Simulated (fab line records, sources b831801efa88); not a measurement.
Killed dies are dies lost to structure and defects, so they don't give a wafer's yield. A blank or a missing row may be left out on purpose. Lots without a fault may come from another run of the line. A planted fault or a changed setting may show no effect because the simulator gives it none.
A struck lot beside a sound one | flow sfq_line | 43 steps out of a route of 325
Sound: wafers L851.2, L851.3, L851.4. Struck: wafers L865.4, L865.5. The cause comes at the end.
At each step with rows: each side's tool, then ch and its chambers, then its first start. Under that, the readings that differ: sound wafers | struck wafers | difference of the means | sigmas: that difference in standard deviations of wafers without a fault.
alike: readings whose means differ by less than 2 such deviations, and words and numbers that are the same on both sides. not compared: withheld readings, readings that some wafer has no value for, bounds like >300 that may hide the same value, and numbers for which the record gives no deviation and whose values overlap.
The two part at a step that has a row with sigmas, a row that says differs or no value, or rows on one side only. Numbers that don't overlap but have no deviation are shown without sigmas and don't part them. A reading that every wafer of one side lacks parts them only if that side has two wafers or more.

first, 6 steps without rows for these wafers: SFQ_TRILAYER_L0_VIA_LITHO_COAT_018 (resist thk 62 nm); SFQ_TRILAYER_L0_VIA_LITHO_COAT_013 (resist thk 650 nm); SFQ_TRILAYER_L0_VIA_LITHO_SOFTBAKE_017; SFQ_TRILAYER_L0_VIA_LITHO_EXPOSE_014 (exposes mask L0V, target cd 700 nm); SFQ_TRILAYER_L0_VIA_LITHO_PEB_016 (peb time 60 s); SFQ_TRILAYER_L0_VIA_LITHO_DEVELOP_015 (time 60 s).
SFQ_L0V_OVL_MEAS_903:
  sound on overlay-01, day 7 19:02; struck on overlay-02, day 12 03:34
  alike: L0V_OVL
then, 5 steps without rows for these wafers: SFQ_TRILAYER_L0_VIA_BARC_OPEN_VIA_ETCH_021 (etches BARC in O2, target depth 125 nm, time 41.7 s); SFQ_TRILAYER_L0_VIA_ETCH_VIA_ETCH_016 (etches SiO2 in CHF3, stops on MoNx KI, target depth 80 nm); SFQ_TRILAYER_L0_VIA_STRIP_STRIP_017 (strips in O2); SFQ_TRILAYER_L0_VIA_STRIP_SOLV_CLEAN_018 (cleans in NMP, time 600 s); SFQ_TRILAYER_M0_DEP_PRE_CLEAN_020 (time 15 s).
SFQ_TRILAYER_M0_DEP_SPUTTER_019: material Nb, target thk 200 nm, time 133.3 s.
  sound on pvd_sputter-03, day 7 19:57; struck on pvd_sputter-05, day 12 04:28
  reading                                             | sound                   | struck        | difference | sigmas
  chamber_pressure_pa (Pa)                            | 0.13352 0.13366 0.13347 | 0.1329 0.1327 | -0.0008    | -3
  model.Nb_of_TRILAYER_M0_DEP_SPUTTER_019.thk_nm (nm) | 200.7 197 196.3         | 203.8 203.4   | +5.6       |
  alike: substrate_temp_c, throttle_valve_pct
SFQ_M0_RS_MEAS_904: measures by four-point-probe.
  sound on film_metro-01, day 7 20:04; struck on film_metro-03, day 12 04:37
  reading           | sound             | struck      | difference | sigmas
  M0_NB_RS (ohm/sq) | 0.887 0.906 0.906 | 0.872 0.876 | -0.026     | -2
then, 6 steps without rows for these wafers: SFQ_TRILAYER_M0_LITHO_COAT_026 (resist thk 62 nm); SFQ_TRILAYER_M0_LITHO_COAT_021 (resist thk 600 nm); SFQ_TRILAYER_M0_LITHO_SOFTBAKE_025; SFQ_TRILAYER_M0_LITHO_EXPOSE_022 (exposes mask M0, target cd 500 nm); SFQ_TRILAYER_M0_LITHO_PEB_024 (peb time 60 s); SFQ_TRILAYER_M0_LITHO_DEVELOP_023 (time 60 s).
-- the record jumps here: 5 days lie between the struck wafers' starts before and after --
SFQ_M0_OVL_MEAS_906:
  sound on overlay-02, day 12 02:21; struck on overlay-02, day 17 03:23
  alike: M0_OVL
then, 1 step without rows for these wafers: SFQ_TRILAYER_M0_BARC_OPEN_METAL_ETCH_031 (etches BARC in O2, target depth 125 nm, time 41.7 s).
SFQ_TRILAYER_M0_ETCH_METAL_ETCH_024: etches Nb in Cl2/Ar, stops on SiO2, target depth 240 nm, time 120 s.
  sound on rie_metal-02 ch 0,1, day 12 02:26; struck on rie_metal-01 ch 0,1, day 17 03:31
  reading                        | sound             | struck      | difference | sigmas
  oes_product_au (a.u.)          | 0.895 0.888 0.885 | 0.900 0.914 | +0.018     | +2
  model.etch.depth_nm (nm)       | 200.7 197 196.3   | 203.8 203.4 | +5.6       |
  model.M0.feature_depth_nm (nm) | 200.7 197 196.3   | 203.8 203.4 | +5.6       |
  alike: drypump_motor_current_A
  not compared: rf_hours_counter_h
SFQ_TRILAYER_M0_STRIP_STRIP_025: strips in O2.
  sound on rie_metal-02 ch 0,1, day 12 02:34; struck on rie_metal-01 ch 0,1, day 17 03:47
  alike: drypump_motor_current_A, oes_product_au
  not compared: rf_hours_counter_h
then, 1 step without rows for these wafers: SFQ_TRILAYER_M0_STRIP_SOLV_CLEAN_026 (cleans in NMP, time 600 s).
SFQ_TRILAYER_I0_DEP_PECVD_027: deposits SiO2 from SiH4/N2O, time 111.11 s, target thk 500 nm.
  sound on pecvd-03 ch 0,1,2, day 12 03:20; struck on pecvd-01 ch 0,1, day 17 04:25
  alike: heater_power_w, throttle_valve_pct
SFQ_TRILAYER_I0_CMP_CMP_028: polishes SiO2.
  sound on cmp-02 ch 1,2,3, day 12 03:30; struck on cmp-01 ch 0,1, day 17 05:56
  alike: motor_current_A, platen_rpm, slurry_flow_ml_min, time_to_endpoint_s
SFQ_I0_BOW_MEAS_907:
  sound on film_metro-04, day 12 06:31; struck on film_metro-04, day 17 07:30
  alike: I0_BOW
then, 7 steps without rows for these wafers: SFQ_TRILAYER_I0_METRO_MEASURE_029; SFQ_TRILAYER_I0_VIA_LITHO_COAT_036 (resist thk 62 nm); SFQ_TRILAYER_I0_VIA_LITHO_COAT_031 (resist thk 650 nm); SFQ_TRILAYER_I0_VIA_LITHO_SOFTBAKE_035; SFQ_TRILAYER_I0_VIA_LITHO_EXPOSE_032 (exposes mask I0, target cd 500 nm); SFQ_TRILAYER_I0_VIA_LITHO_PEB_034 (peb time 60 s); SFQ_TRILAYER_I0_VIA_LITHO_DEVELOP_033 (time 60 s).
-- the record jumps here: 6 days lie between the struck wafers' starts before and after --
SFQ_I0_OVL_MEAS_908:
  sound on overlay-02, day 17 08:11; struck on overlay-01, day 23 14:40
  alike: I0_OVL
SFQ_TRILAYER_I0_VIA_BARC_OPEN_VIA_ETCH_046: etches BARC in O2, target depth 125 nm, time 41.7 s.
  sound on rie_diel-03 ch 0,1,3, day 17 08:13; struck on rie_diel-04 ch 1,2, day 23 14:41
  alike: drypump_motor_current_A, oes_product_au
  not compared: rf_hours_counter_h
then, 1 step without rows for these wafers: SFQ_TRILAYER_I0_VIA_ETCH_VIA_ETCH_034 (etches SiO2 in CHF3, stops on Nb, target depth 260 nm).
SFQ_TRILAYER_I0_VIA_STRIP_STRIP_035: strips in O2.
  sound on rie_metal-01 ch 0,1, day 17 08:22; struck on rie_metal-01 ch 0,1, day 23 15:02
  alike: drypump_motor_current_A, oes_product_au
  not compared: rf_hours_counter_h
then, 2 steps without rows for these wafers: SFQ_TRILAYER_I0_VIA_STRIP_SOLV_CLEAN_036 (cleans in NMP, time 600 s); SFQ_TRILAYER_M1_DEP_PRE_CLEAN_038 (time 22.5 s).
-- the record jumps here: 6 days lie between the struck wafers' starts before and after --
SFQ_TRILAYER_I1_METRO_MEASURE_047:
  sound on film_metro-01, day 23 22:04; struck on film_metro-02, day 30 02:41
  alike: thk_nm
-- the record jumps here: 51 days lie between the struck wafers' starts before and after --
SFQ_M8_BOW_MEAS_951:
  sound on film_metro-03, day 69 01:45; struck on film_metro-04, day 81 01:02
  reading               | sound                | struck        | difference | sigmas
  model.etest.m0.ohm_um | 1.777 1.802 1.811    | 1.747 1.742   | -0.052     |
  model.etest.m0.ohm_sq | 0.8873 0.9038 0.9071 | 0.8737 0.8753 | -0.0249    |
  alike: M8_BOW

WHERE THEY PART
First at SFQ_TRILAYER_M0_DEP_SPUTTER_019; last, within this record, at SFQ_TRILAYER_M0_ETCH_METAL_ETCH_024. Later steps at which nothing parts them and some readings are alike: SFQ_TRILAYER_M0_STRIP_STRIP_025, SFQ_TRILAYER_I0_DEP_PECVD_027, SFQ_TRILAYER_I0_CMP_CMP_028, SFQ_I0_BOW_MEAS_907, SFQ_I0_OVL_MEAS_908, SFQ_TRILAYER_I0_VIA_BARC_OPEN_VIA_ETCH_046, SFQ_TRILAYER_I0_VIA_STRIP_STRIP_035, SFQ_TRILAYER_I1_METRO_MEASURE_047, SFQ_M8_BOW_MEAS_951.

WHY: what the simulator had put in
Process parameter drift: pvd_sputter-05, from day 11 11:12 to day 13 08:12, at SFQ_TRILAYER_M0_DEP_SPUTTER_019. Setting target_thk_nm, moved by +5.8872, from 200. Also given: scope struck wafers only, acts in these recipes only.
